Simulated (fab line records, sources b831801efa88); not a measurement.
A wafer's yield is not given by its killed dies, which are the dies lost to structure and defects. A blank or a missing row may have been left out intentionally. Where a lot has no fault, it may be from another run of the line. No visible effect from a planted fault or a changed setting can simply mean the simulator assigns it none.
Check of tool commonality || flow sky130 || Sample size 15 lots and 45 wafers

## THE REASON FOR OPENING IT
SKY_SD_N_TW_MEAS_12, reading SD_N_TW: flagged on 3 of 15 lots. No-fault wafers: 3974, standard deviation 18.
Rule: flag the lot when none of its wafers has a number, or when each of its wafers that has one lies beyond 4 standard deviations from that mean. As for the other lots, they are considered sound.

{"lot": "L417", "measured": "day 27 20:25", "on": "filmMetro-01", "SD_N_TW, wafer by wafer": "3980 3983 3977", "flag": ""}
{"lot": "L418", "measured": "day 28 06:02", "on": "filmMetro-04", "SD_N_TW, wafer by wafer": "3965 3981 3994", "flag": ""}
{"lot": "L419", "measured": "day 28 12:04", "on": "filmMetro-02", "SD_N_TW, wafer by wafer": "3973 3961 3969", "flag": ""}
{"lot": "L420", "measured": "day 28 15:55", "on": "filmMetro-04", "SD_N_TW, wafer by wafer": "3994 3988 3984", "flag": ""}
{"lot": "L421", "measured": "day 29 22:01", "on": "filmMetro-01", "SD_N_TW, wafer by wafer": "3962 3969 3939", "flag": ""}
{"lot": "L423", "measured": "day 30 16:59", "on": "filmMetro-01", "SD_N_TW, wafer by wafer": "3986 4002 4011", "flag": ""}
{"lot": "L428", "measured": "day 31 21:13", "on": "filmMetro-04", "SD_N_TW, wafer by wafer": "1391 1399 1394", "flag": "FLAGGED"}
{"lot": "L429", "measured": "day 32 08:22", "on": "filmMetro-02", "SD_N_TW, wafer by wafer": "1377 1381 1386", "flag": "FLAGGED"}
{"lot": "L430", "measured": "day 32 17:41", "on": "filmMetro-01", "SD_N_TW, wafer by wafer": "1395 1396 1398", "flag": "FLAGGED"}
{"lot": "L432", "measured": "day 33 01:29", "on": "filmMetro-02", "SD_N_TW, wafer by wafer": "3965 3971 3959", "flag": ""}
{"lot": "L433", "measured": "day 33 14:40", "on": "filmMetro-04", "SD_N_TW, wafer by wafer": "3973 4009 3978", "flag": ""}
{"lot": "L435", "measured": "day 34 01:20", "on": "filmMetro-02", "SD_N_TW, wafer by wafer": "3939 3948 3949", "flag": ""}
{"lot": "L436", "measured": "day 34 06:36", "on": "filmMetro-01", "SD_N_TW, wafer by wafer": "3950 3973 3965", "flag": ""}
{"lot": "L438", "measured": "day 34 19:46", "on": "filmMetro-02", "SD_N_TW, wafer by wafer": "3978 3995 3994", "flag": ""}
{"lot": "L440", "measured": "day 35 07:57", "on": "filmMetro-04", "SD_N_TW, wafer by wafer": "3974 3995 3974", "flag": ""}
Flagged lots average 1391: -2583 relative to the usual, that is -99 or more standard deviations.

## TOOL THAT RAN EACH LOT
3 process steps preceding the reading are held in the record, out of 708 steps in the route. Each cell gives the tool, then ch followed by the chambers the sampled wafers passed through, then the start.
{"lot": "L417", "flag": "", "SKY_POLY_CUT_STRIP_12": "plasmaAsher-04 ch 0,1, day 24 03:34", "SKY_SD_N_IMPLANT_09": "implanter-02 ch 0, day 27 20:01", "SKY_SD_N_STRIP_11": "plasmaAsher-03 ch 0,1, day 27 20:19"}
{"lot": "L418", "flag": "", "SKY_POLY_CUT_STRIP_12": "plasmaAsher-02 ch 0,1, day 24 15:03", "SKY_SD_N_IMPLANT_09": "implanter-01 ch 0, day 28 05:40", "SKY_SD_N_STRIP_11": "plasmaAsher-04 ch 0,1, day 28 05:56"}
{"lot": "L419", "flag": "", "SKY_POLY_CUT_STRIP_12": "plasmaAsher-02 ch 0,1, day 24 20:04", "SKY_SD_N_IMPLANT_09": "implanter-02 ch 0, day 28 11:40", "SKY_SD_N_STRIP_11": "plasmaAsher-01 ch 0,1, day 28 11:58"}
{"lot": "L420", "flag": "", "SKY_POLY_CUT_STRIP_12": "plasmaAsher-01 ch 0,1, day 24 23:25", "SKY_SD_N_IMPLANT_09": "implanter-04 ch 0, day 28 15:31", "SKY_SD_N_STRIP_11": "plasmaAsher-01 ch 0,1, day 28 15:49"}
{"lot": "L421", "flag": "", "SKY_POLY_CUT_STRIP_12": "plasmaAsher-04 ch 0,1, day 26 08:06", "SKY_SD_N_IMPLANT_09": "implanter-02 ch 0, day 29 21:40", "SKY_SD_N_STRIP_11": "plasmaAsher-01 ch 0,1, day 29 21:56"}
{"lot": "L423", "flag": "", "SKY_POLY_CUT_STRIP_12": "plasmaAsher-04 ch 0,1, day 27 04:17", "SKY_SD_N_IMPLANT_09": "implanter-02 ch 0, day 30 16:35", "SKY_SD_N_STRIP_11": "plasmaAsher-01 ch 0, day 30 16:53"}
{"lot": "L428", "flag": "FLAGGED", "SKY_POLY_CUT_STRIP_12": "plasmaAsher-01 ch 0,1, day 28 10:58", "SKY_SD_N_IMPLANT_09": "implanter-02, day 31 20:49", "SKY_SD_N_STRIP_11": "plasmaAsher-04 ch 0,1, day 31 21:07"}
{"lot": "L429", "flag": "FLAGGED", "SKY_POLY_CUT_STRIP_12": "plasmaAsher-01 ch 0,1, day 28 21:43", "SKY_SD_N_IMPLANT_09": "implanter-04, day 32 07:58", "SKY_SD_N_STRIP_11": "plasmaAsher-03 ch 1, day 32 08:16"}
{"lot": "L430", "flag": "FLAGGED", "SKY_POLY_CUT_STRIP_12": "plasmaAsher-02 ch 0,1, day 29 05:28", "SKY_SD_N_IMPLANT_09": "implanter-02, day 32 17:17", "SKY_SD_N_STRIP_11": "plasmaAsher-04 ch 0, day 32 17:35"}
{"lot": "L432", "flag": "", "SKY_POLY_CUT_STRIP_12": "plasmaAsher-01 ch 0,1, day 29 15:32", "SKY_SD_N_IMPLANT_09": "implanter-04 ch 0, day 33 01:05", "SKY_SD_N_STRIP_11": "plasmaAsher-03 ch 0,1, day 33 01:23"}
{"lot": "L433", "flag": "", "SKY_POLY_CUT_STRIP_12": "plasmaAsher-01 ch 0,1, day 30 05:23", "SKY_SD_N_IMPLANT_09": "implanter-02 ch 0, day 33 14:16", "SKY_SD_N_STRIP_11": "plasmaAsher-04 ch 0,1, day 33 14:34"}
{"lot": "L435", "flag": "", "SKY_POLY_CUT_STRIP_12": "plasmaAsher-04 ch 0,1, day 30 15:44", "SKY_SD_N_IMPLANT_09": "implanter-04 ch 0, day 34 00:56", "SKY_SD_N_STRIP_11": "plasmaAsher-01 ch 0,1, day 34 01:13"}
{"lot": "L436", "flag": "", "SKY_POLY_CUT_STRIP_12": "plasmaAsher-02 ch 0,1, day 30 22:07", "SKY_SD_N_IMPLANT_09": "implanter-04 ch 0, day 34 06:14", "SKY_SD_N_STRIP_11": "plasmaAsher-04 ch 0,1, day 34 06:31"}
{"lot": "L438", "flag": "", "SKY_POLY_CUT_STRIP_12": "plasmaAsher-01 ch 0,1, day 31 10:59", "SKY_SD_N_IMPLANT_09": "implanter-01 ch 0, day 34 19:22", "SKY_SD_N_STRIP_11": "plasmaAsher-04 ch 0,1, day 34 19:40"}
{"lot": "L440", "flag": "", "SKY_POLY_CUT_STRIP_12": "plasmaAsher-04 ch 0,1, day 31 23:54", "SKY_SD_N_IMPLANT_09": "implanter-01 ch 0, day 35 07:35", "SKY_SD_N_STRIP_11": "plasmaAsher-01 ch 0,1, day 35 07:52"}
These steps, and what they do:
- SKY_POLY_CUT_STRIP_12: strips in O2/N2.
- SKY_SD_N_IMPLANT_09
- SKY_SD_N_STRIP_11: strips in O2/N2.
- SKY_SD_N_TW_MEAS_12

## FLAGGED OVER TOTAL, TOOL BY TOOL (the gauges that took the reading come last)
{"step": "SKY_POLY_CUT_STRIP_12", "tool": "plasmaAsher-01", "lots run": 6, "flagged": 2, "share of the flagged lots": "some", "sound lots run after its first flagged lot": "3 (L432,L433,L438)"}
{"step": "SKY_POLY_CUT_STRIP_12", "tool": "plasmaAsher-02", "lots run": 4, "flagged": 1, "share of the flagged lots": "some", "sound lots run after its first flagged lot": "1 (L436)"}
{"step": "SKY_POLY_CUT_STRIP_12", "tool": "plasmaAsher-04", "lots run": 5, "flagged": 0, "share of the flagged lots": "none", "sound lots run after its first flagged lot": "-"}
{"step": "SKY_SD_N_IMPLANT_09", "tool": "implanter-01", "lots run": 3, "flagged": 0, "share of the flagged lots": "none", "sound lots run after its first flagged lot": "-"}
{"step": "SKY_SD_N_IMPLANT_09", "tool": "implanter-02", "lots run": 7, "flagged": 2, "share of the flagged lots": "some", "sound lots run after its first flagged lot": "1 (L433)"}
{"step": "SKY_SD_N_IMPLANT_09", "tool": "implanter-04", "lots run": 5, "flagged": 1, "share of the flagged lots": "some", "sound lots run after its first flagged lot": "3 (L432,L435,L436)"}
{"step": "SKY_SD_N_STRIP_11", "tool": "plasmaAsher-01", "lots run": 6, "flagged": 0, "share of the flagged lots": "none", "sound lots run after its first flagged lot": "-"}
{"step": "SKY_SD_N_STRIP_11", "tool": "plasmaAsher-03", "lots run": 3, "flagged": 1, "share of the flagged lots": "some", "sound lots run after its first flagged lot": "1 (L432)"}
{"step": "SKY_SD_N_STRIP_11", "tool": "plasmaAsher-04", "lots run": 6, "flagged": 2, "share of the flagged lots": "some", "sound lots run after its first flagged lot": "3 (L433,L436,L438)"}
{"step": "SKY_SD_N_TW_MEAS_12", "tool": "filmMetro-01", "lots run": 5, "flagged": 1, "share of the flagged lots": "some", "sound lots run after its first flagged lot": "1 (L436)"}
{"step": "SKY_SD_N_TW_MEAS_12", "tool": "filmMetro-02", "lots run": 5, "flagged": 1, "share of the flagged lots": "some", "sound lots run after its first flagged lot": "3 (L432,L435,L438)"}
{"step": "SKY_SD_N_TW_MEAS_12", "tool": "filmMetro-04", "lots run": 5, "flagged": 1, "share of the flagged lots": "some", "sound lots run after its first flagged lot": "2 (L433,L440)"}

## WHAT IS ALLOWED BY THE TABLE
No row of the table ran every flagged lot.

## WHAT THE SIMULATOR PUT IN
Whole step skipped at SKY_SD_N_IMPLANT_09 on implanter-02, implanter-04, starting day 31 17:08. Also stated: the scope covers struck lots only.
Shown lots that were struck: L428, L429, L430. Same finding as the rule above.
